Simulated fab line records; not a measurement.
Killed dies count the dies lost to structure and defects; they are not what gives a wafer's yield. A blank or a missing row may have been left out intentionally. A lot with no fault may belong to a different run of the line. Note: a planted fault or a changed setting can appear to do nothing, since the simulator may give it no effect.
Struck lot and sound lot, side by side -- flow sky130 -- 36 out of 708 route steps
Sound: the wafers L889.3, L889.4, L889.5. Wafers struck: L896.3, L896.4, L896.6. The cause is named last.
For every step that has rows: the tool of each side, followed by ch and its chambers, followed by its first start. Under that, the readings that differ: sound wafers -- struck wafers -- difference of the means -- sigmas: that difference in standard deviations of wafers without a fault.
alike: a reading whose means differ by less than 2 such deviations, as well as words and numbers matching on both sides. not compared: withheld readings; readings where some wafer has no value; bounds like >300 that might hide an equal value; numbers whose values overlap and for which the record gives no deviation.
A row with sigmas, a row that says differs or no value, or rows on one side alone: a step with any of these is where the two part. Non-overlapping numbers with no deviation appear without sigmas and do not part them. A reading missing from all wafers of one side parts the sides only when that side holds two or more wafers.

first, 9 steps without rows for these wafers: SKY_VT_ADJUST_NCORE_IMPLANT_09; SKY_VT_ADJUST_NCORE_STRIP_10 (strips in O2/N2); SKY_VT_ADJUST_HVTR_DEHYDRATE_00 (time 60 s); SKY_VT_ADJUST_HVTR_HMDS_01 (prime time 60 s); SKY_VT_ADJUST_HVTR_COAT_02 (resist thk 1140 nm); SKY_VT_ADJUST_HVTR_SOFTBAKE_03 (time 60 s); SKY_VT_ADJUST_HVTR_EXPOSE_04 (exposes mask HVTRM, target cd 380 nm); SKY_VT_ADJUST_HVTR_PEB_05; SKY_VT_ADJUST_HVTR_DEVELOP_06 (develop time 60 s).
SKY_VT_ADJUST_HVTR_IMPLANT_09:
  sound on implanter-04 ch 0, day 10 03:47; struck on implanter-02 ch 0, day 12 22:19
reading,sound,struck,difference,sigmas
implant_ion_amu,11 11 11,49 49 49,+38,
model.implant.rp_nm (nm),33.22 33.22 33.22,10.2 10.2 10.2,-23.0,
model.implant.drp_nm (nm),17.11 17.11 17.11,6.005 6.005 6.005,-11.105,
  alike: end_station_pressure_torr
then, 1 step without rows for these wafers: SKY_VT_ADJUST_HVTR_STRIP_10 (strips in O2/N2).
SKY_VT_ADJUST_HVTR_TW_MEAS_11:
  sound on film_metro-01 at day 10 04:01; struck on film_metro-01 at day 12 22:32
reading,sound,struck,difference,sigmas
VT_ADJUST_HVTR_TW,208.3 209.4 207.6,305.6 307.3 305.4,+97.7,+49
then, 21 steps without rows for these wafers: SKY_VT_ADJUST_PCH_DEHYDRATE_00 (time 60 s); SKY_VT_ADJUST_PCH_HMDS_01 (prime time 60 s); SKY_VT_ADJUST_PCH_COAT_02 (resist thk 3000 nm); SKY_VT_ADJUST_PCH_SOFTBAKE_03; SKY_VT_ADJUST_PCH_EXPOSE_04 (exposes mask NWM, target cd 840 nm); SKY_VT_ADJUST_PCH_PEB_05; SKY_VT_ADJUST_PCH_DEVELOP_06 (develop time 60 s); SKY_VT_ADJUST_PCH_IMPLANT_08; SKY_VT_ADJUST_PCH_STRIP_09 (strips in O2/N2); SKY_SONOS_TUNNEL_DEHYDRATE_00 (time 60 s); SKY_SONOS_TUNNEL_HMDS_01 (prime time 60 s); SKY_SONOS_TUNNEL_COAT_02 (resist thk 1140 nm); SKY_SONOS_TUNNEL_SOFTBAKE_03 (time 60 s); SKY_SONOS_TUNNEL_EXPOSE_04 (exposes mask TUNM, target cd 410 nm); SKY_SONOS_TUNNEL_PEB_05; SKY_SONOS_TUNNEL_DEVELOP_06 (develop time 58.7 s); SKY_SONOS_TUNNEL_IMPLANT_09; SKY_SONOS_TUNNEL_WET_ETCH_10 (etches SiO2 in dHF, target depth 14 nm, time 280 s); SKY_SONOS_TUNNEL_STRIP_11 (strips in SPM, time 600 s); SKY_SONOS_TUNNEL_CLEAN_13 (cleans in dHF, time 20 s); SKY_SONOS_ONO_OXIDATION_00 (stabilise 600 s, purge 300 s, target thk 2.6 nm).
SKY_POLY_GATE_DEVELOP_12: develop time 60 s.
  sound: litho_track-03 ch 0; struck: litho_track-04 ch 0
reading,sound,struck,difference,sigmas
model.POLY_GATE.cd_nm (nm),152.6 153 151.5,158 157.2 157.9,+5,
-- the record jumps here: 8 days lie between the struck wafers' starts before and after --
SKY_POLY_GATE_ETCH_17: etches poly-Si in HBr/Cl2, stops on SiO2, target depth 180 nm, time 70.5 s.
  sound on rie_si-01 ch 0,2,3, day 17 04:37; struck on rie_si-01 ch 0,1,3, day 20 17:19
reading,sound,struck,difference,sigmas
model.POLY_GATE.cd_nm (nm),152.8 153.9 152.4,157 156.8 160.4,+5,
  alike: chamber_pressure_mTorr, drypump_motor_current_A, oes_product_au, throttle_valve_pct
  not compared: rf_hours_counter_h
-- here the record skips 28 days between the struck wafers' starts before and after, leaving off in module POLY_GATE and picking up in module PAD_OPEN (first step shown: number 708 of the route) --
SKY_PAD_OPEN_PROBE_99:
  sound on prober-02 at day 46 09:28; struck on prober-02 at day 48 17:59
reading,sound,struck,difference,sigmas
killed_at_M4_up,3 0 1,8 7 6,+6,+3
model.etest.pfet_01v8.r_on_ohm_um,2904 2942 2872,2962 2968 2982,+65,
model.etest.pfet_01v8_mvt.drive_ua_um,150 150.1 151.9,131.8 133.2 133.1,-18.0,
model.etest.res_poly.line_ohm_um,495.9 489.4 489.6,480.3 484.2 460,-16.8,
model.etest.nfet_01v8.r_on_ohm_um,833.9 838.9 835,860.9 866.6 860.6,+26.8,
model.etest.nfet_01v8_lvt.drive_ua_um,567.6 569.9 570.1,562.6 560.2 566.1,-6.2,
  alike: killed_at_M0_to_M3, killed_at_contacts, killed_at_front_end, killed_at_other, killed_dies, killed_open, killed_short
  not compared: model.etest.sonos_uncharged.r_on_ohm_um, model.etest.nfet_01v8.drive_ua_um, model.etest.nfet_01v8_swapped.drive_ua_um

## WHERE THEY PART
First at SKY_VT_ADJUST_HVTR_TW_MEAS_11; last, within this record, at SKY_PAD_OPEN_PROBE_99.

WHY: what had been put in by the simulator
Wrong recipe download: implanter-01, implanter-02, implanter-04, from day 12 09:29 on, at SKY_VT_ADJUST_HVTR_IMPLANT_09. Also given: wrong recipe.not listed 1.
